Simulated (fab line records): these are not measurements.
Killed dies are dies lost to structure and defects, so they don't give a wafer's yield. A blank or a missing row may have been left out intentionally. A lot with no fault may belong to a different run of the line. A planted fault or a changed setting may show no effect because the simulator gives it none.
A lot that was struck, set against a sound lot    flow sky130    15 out of 708 route steps
Sound: wafers L231.3, L231.4, L231.6. Struck: wafer L234.4 (left out: L234.1, L234.3 of the same lot, which were not struck); the cause appears at the end.
Per side, at each step with rows, come the tool, then ch with its chambers, and then its first start. Under that, the readings that differ: sound wafers    struck wafers    difference of the means    sigmas: that difference in standard deviations of wafers without a fault.
alike: readings whose means differ by less than 2 such deviations, and words and numbers that are the same on both sides. not compared: withheld readings, readings that some wafer has no value for, bounds like >300 that may hide the same value, and numbers for which the record gives no deviation and whose values overlap.
The two part at a step that has a row with sigmas, a row that says differs or no value, or rows on one side only. When numbers do not overlap yet have no deviation, they are printed without sigmas and do not part them. A reading that every wafer of one side lacks parts them only if that side has two wafers or more.

SKY_VIA3_SPUTTER_20: material TiN, target thk 20 nm, time 80 s.
  struck on pvd-sputter-01, day 41 05:59; sound on pvd-sputter-03, day 40 07:37
  alike: cathode-dc-power-W, chamber-pressure-pa, throttle-valve-pct
then, 1 step without rows for these wafers: SKY_VIA3_CVD_21 (deposits W, target thk 390 nm, time 117.31 s).
SKY_VIA3_RS_MEAS_22: measurement is done with a four-point probe.
  struck on film-metro-04, day 41 06:10; sound on film-metro-01, day 40 07:50
reading             sound              struck  difference  sigmas
VIA3_W_RS (ohm/sq)  0.298 0.299 0.298  0.290   -0.008      -3
SKY_VIA3_THK_MEAS_23: measures by xrf.
  struck on film-metro-04, day 41 06:17; sound on film-metro-01, day 40 07:56
reading          sound        struck  difference  sigmas
VIA3_W_THK (nm)  370 369 373  389     +18         +2
then, 1 step without rows for these wafers: SKY_VIA3_CMP_24 (polishes, stops on SiO2, t overpolish 20 s, target thk 0 nm).
SKY_METAL4_SPUTTER_00: material Ti, target thk 15 nm, time 10 s.
  struck on pvd-sputter-04, day 41 06:38; sound on pvd-sputter-04, day 40 08:17
  alike: cathode-dc-power-W, chamber-pressure-pa, throttle-valve-pct
then, 1 step without rows for these wafers: SKY_METAL4_SPUTTER_01 (material TiN, target thk 20 nm, time 16.7 s).
SKY_METAL4_SPUTTER_02: material AlCu, target thk 735 nm, time 39.1 s.
  struck on pvd-sputter-04, day 41 06:41; sound on pvd-sputter-04, day 40 08:20
  alike: cathode-dc-power-W, chamber-pressure-pa, throttle-valve-pct
then, 1 step without rows for these wafers: SKY_METAL4_SPUTTER_03 (material Ti, target thk 5 nm, time 3.3 s).
SKY_METAL4_SPUTTER_04: material TiN, target thk 70 nm, time 58.3 s.
  struck on pvd-sputter-04, day 41 06:45; sound on pvd-sputter-04, day 40 08:23
  alike: cathode-dc-power-W, chamber-pressure-pa, throttle-valve-pct
SKY_CAP2M_CVD_00: deposits SiO2, target thk 15.5 nm.
  sound on pecvd-04 ch 1,2, day 40 08:26; struck on pecvd-01 ch 1, day 41 06:48
  alike: heater-power-w
SKY_CAP2M_THK_MEAS_01:
  struck on film-metro-04, day 41 06:49; sound on film-metro-02, day 40 08:29
  alike: CAP2M_CVD_00_THK
SKY_CAP2M_SPUTTER_02: material TiN, target thk 200 nm, time 166.7 s.
  struck on pvd-sputter-01, day 41 06:53; sound on pvd-sputter-02, day 40 08:31
reading                   sound                 struck  difference  sigmas
chamber-pressure-pa (Pa)  0.3997 0.3996 0.3992  0.3805  -0.0190     -24
throttle-valve-pct (%)    29.6 30.6 29.6        32.3    +2.4        +2
  alike: cathode-dc-power-W
SKY_CAP2M_RS_MEAS_03: measurement is done with a four-point probe.
  struck on film-metro-02, day 41 06:59; sound on film-metro-04, day 40 08:40
  alike: CAP2M_TIN_RS
-- the record jumps here: 6 days lie between the struck wafers' starts before and after (it left off in module CAP2M and takes up again in module PAD_OPEN, whose first step shown is number 708 of the route) --
SKY_PAD_OPEN_PROBE_99:
  struck on prober-02, day 47 05:29; sound on prober-01, day 46 09:17
reading                  sound         struck  difference  sigmas
sort_bin_5_function (%)  7.3 10.2 9.3  12.0    +3.1        +2
  alike: defect-limited-yield, killed_at_M0_to_M3, killed_at_M4_up, killed-at-contacts, killed-at-front-end, killed-at-other, killed-dies, killed-on-rim, killed-open, killed-short, sort_bin_3_pad_short, sort_bin_6_memory, sort-n-pass, sort-yield-pct

== WHERE THEY PART ==
Last at SKY_PAD_OPEN_PROBE_99 as far as this record goes, first at SKY_VIA3_RS_MEAS_22.

WHY: the cause the simulator had injected
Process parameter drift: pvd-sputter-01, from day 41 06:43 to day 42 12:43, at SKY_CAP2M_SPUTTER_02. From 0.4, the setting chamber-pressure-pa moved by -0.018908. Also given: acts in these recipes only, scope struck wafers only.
